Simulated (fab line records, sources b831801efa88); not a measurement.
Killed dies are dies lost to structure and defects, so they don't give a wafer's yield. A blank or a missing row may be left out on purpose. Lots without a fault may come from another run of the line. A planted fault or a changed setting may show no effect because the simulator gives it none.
Chamber matching | flow gf180mcu | GF_STI_CMP_25 on cmp-01: 4 sister chambers
The step polishes, stops on Si3N4, t overpolish 33 s, target thk 524.6 nm. 8 wafers are shown with their chamber, then 7 later ones without.

WAFERS WITH THEIR CHAMBER
wafer  | chamber | motor_current_A (A) | time_to_endpoint_s (s)
L522.4 | 3       | 9.7                 | 127
L524.6 | 2       | 12.4                | 134
L526.6 | 0       | 11.5                | 129
L527.1 | 2       | 12.9                | 133
L527.2 | 1       | 11.9                | 126
L527.6 | 0       | 11.5                | 128
L530.1 | 1       | 11.6                | 115
L530.4 | 3       | 9.8                 | 121

WAFERS WITHOUT THEIR CHAMBER
wafer  | motor_current_A (A) | time_to_endpoint_s (s)
L530.5 | 12.0                | 114
L531.4 | 11.1                | 115
L531.5 | 11.0                | 117
L531.6 | 11.9                | 115
L532.1 | 10.5                | 116
L532.2 | 11.6                | 117
L532.6 | 11.9                | 115

WHICH CHAMBER EACH WENT THROUGH
wafer  | from the rows above     | in truth
L530.5 | 1                       | 1
L531.4 | can't be placed: 1 or 0 | 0
L531.5 | can't be placed: 0 or 1 | 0
L531.6 | 1                       | 1
L532.1 | can't be placed: 3 or 0 | 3
L532.2 | can't be placed: 1 or 0 | 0
L532.6 | 1                       | 1
Placed correctly: 3 of 7. Can't be placed from these rows: 4 (the true chamber is among the candidates in 4). Placed wrongly: 0.
How it was worked out, from the rows above alone: a wafer's distance from a chamber is the root of the sum, over the readings, of the square of ((its reading less the chamber's mean) divided by the reading's scatter). The wafer belongs to the nearest chamber; if the next one is less than 2 further off, it can't be placed. A chamber's mean is the mean of its shown wafers. The scatter: the root of (the sum of the squares of (reading less its chamber's mean) over the shown wafers, divided by (wafers less chambers)).
